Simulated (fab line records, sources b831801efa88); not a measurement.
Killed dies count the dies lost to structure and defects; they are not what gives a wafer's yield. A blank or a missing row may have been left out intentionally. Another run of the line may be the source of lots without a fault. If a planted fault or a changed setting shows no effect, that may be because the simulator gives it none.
What tool caused it? / flow sky130 / 33 wafers from 11 lots sampled at 4 of the route's 708 steps

WHAT EACH GAUGE READ, for each wafer
SKY_CAP2M_THK_MEAS_01.
lot=L492; measured=day 39 22:23; on=film_metro-01; CAP2M_CVD_00_THK (nm)=15.44 15.43 15.57
lot=L493; measured=day 40 09:46; on=film_metro-01; CAP2M_CVD_00_THK (nm)=15.46 15.75 15.83
lot=L494; measured=day 41 03:55; on=film_metro-02; CAP2M_CVD_00_THK (nm)=15.09 15.61 15.47
lot=L496; measured=day 41 13:20; on=film_metro-01; CAP2M_CVD_00_THK (nm)=15.37 15.55 15.46
lot=L498; measured=day 41 19:26; on=film_metro-02; CAP2M_CVD_00_THK (nm)=15.53 15.11 15.49
lot=L499; measured=day 42 07:59; on=film_metro-01; CAP2M_CVD_00_THK (nm)=14.94 15.46 15.72
lot=L504; measured=day 43 18:29; on=film_metro-01; CAP2M_CVD_00_THK (nm)=15.63 20.65 15.68
lot=L506; measured=day 44 00:32; on=film_metro-02; CAP2M_CVD_00_THK (nm)=15.54 20.59 16.09
lot=L511; measured=day 45 14:51; on=film_metro-01; CAP2M_CVD_00_THK (nm)=15.34 15.20 15.59
lot=L513; measured=day 45 18:20; on=film_metro-01; CAP2M_CVD_00_THK (nm)=15.49 15.42 15.58
lot=L514; measured=day 46 05:24; on=film_metro-04; CAP2M_CVD_00_THK (nm)=15.54 15.01 15.55

WHAT TOOL EACH LOT RAN ON (gives the tool, then ch and the chambers of the sampled wafers, and finally the start)
lot=L492; SKY_VIA1_SPUTTER_20=pvd_sputter-03, day 34 04:32; SKY_VIA2_CMP_24=cmp-02 ch 1,2, day 36 13:46; SKY_CAP2M_CVD_00=pecvd-02 ch 0,1,2, day 39 22:22
lot=L493; SKY_VIA1_SPUTTER_20=pvd_sputter-03, day 34 18:06; SKY_VIA2_CMP_24=cmp-01 ch 0,1, day 37 01:48; SKY_CAP2M_CVD_00=pecvd-02 ch 0,2, day 40 09:43
lot=L494; SKY_VIA1_SPUTTER_20=pvd_sputter-01, day 35 08:22; SKY_VIA2_CMP_24=cmp-01 ch 0,1,3, day 37 20:56; SKY_CAP2M_CVD_00=pecvd-01 ch 0,2, day 41 03:52
lot=L496; SKY_VIA1_SPUTTER_20=pvd_sputter-03, day 36 00:20; SKY_VIA2_CMP_24=cmp-02 ch 0,1,2, day 38 06:50; SKY_CAP2M_CVD_00=pecvd-04 ch 0,1,2, day 41 13:19
lot=L498; SKY_VIA1_SPUTTER_20=pvd_sputter-04, day 36 06:20; SKY_VIA2_CMP_24=cmp-02 ch 0,2,3, day 38 13:23; SKY_CAP2M_CVD_00=pecvd-04 ch 0,1,2, day 41 19:25
lot=L499; SKY_VIA1_SPUTTER_20=pvd_sputter-01, day 36 18:35; SKY_VIA2_CMP_24=cmp-01 ch 1,2,3, day 39 02:20; SKY_CAP2M_CVD_00=pecvd-04 ch 1,2, day 42 07:56
lot=L504; SKY_VIA1_SPUTTER_20=pvd_sputter-04, day 38 09:43; SKY_VIA2_CMP_24=cmp-01 ch 2,3, day 40 14:56; SKY_CAP2M_CVD_00=pecvd-04 ch 0,1, day 43 18:28
lot=L506; SKY_VIA1_SPUTTER_20=pvd_sputter-01, day 38 17:15; SKY_VIA2_CMP_24=cmp-02 ch 0,1,3, day 40 21:42; SKY_CAP2M_CVD_00=pecvd-04 ch 0,1, day 44 00:30
lot=L511; SKY_VIA1_SPUTTER_20=pvd_sputter-04, day 40 09:17; SKY_VIA2_CMP_24=cmp-02 ch 1,2,3, day 42 13:30; SKY_CAP2M_CVD_00=pecvd-01 ch 0,1,2, day 45 14:49
lot=L513; SKY_VIA1_SPUTTER_20=pvd_sputter-04, day 40 15:47; SKY_VIA2_CMP_24=cmp-02 ch 0,3, day 42 19:26; SKY_CAP2M_CVD_00=pecvd-02 ch 0,1,2, day 45 18:18
lot=L514; SKY_VIA1_SPUTTER_20=pvd_sputter-03, day 41 03:59; SKY_VIA2_CMP_24=cmp-02 ch 0,3, day 43 07:01; SKY_CAP2M_CVD_00=pecvd-01 ch 0,1, day 46 05:23
- SKY_VIA1_SPUTTER_20: material TiN, target thk 20 nm, time 80 s.
- SKY_VIA2_CMP_24: polishes, stops on SiO2, t overpolish 20 s, target thk 0 nm.
- SKY_CAP2M_CVD_00: deposits SiO2, target thk 15.5 nm.

THE ANSWER, worked out from the rows above alone
Rule: the usual values come from the lots themselves. The widest of any qualifying gaps counts: lots, ordered by their means at a reading, are off when they make up no more than a third of the lots, leave a main group of 4 or more, and stand apart from it by 3 or more times the standard deviation of that group's means. A main group whose means are all the same, to the digits that the tables above print for the reading, isn't used. A lot without any number at a reading at which 4 lots or more have one is off too. Where the step has rows for the other lots, those lots are counted as sound.
Off: at SKY_CAP2M_THK_MEAS_01 (CAP2M_CVD_00_THK), L504, L506. The main group: mean 15.44 nm, standard deviation 0.096.
If a tool, at a process step before that reading, ran all the lots that are off and no sound lot after the first of them, it fits. Gauges at SKY_CAP2M_THK_MEAS_01: tried the same way as those tools. One fits: pecvd-04 at SKY_CAP2M_CVD_00. Its last sound lot is L499 (day 42 07:56), its first lot that is off L504 (day 43 18:28): a fault that began between those two fits.

WHAT THE SIMULATOR PUT IN
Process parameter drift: pecvd-04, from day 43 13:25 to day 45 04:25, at SKY_CAP2M_CVD_00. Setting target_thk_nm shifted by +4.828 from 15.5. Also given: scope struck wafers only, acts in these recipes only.
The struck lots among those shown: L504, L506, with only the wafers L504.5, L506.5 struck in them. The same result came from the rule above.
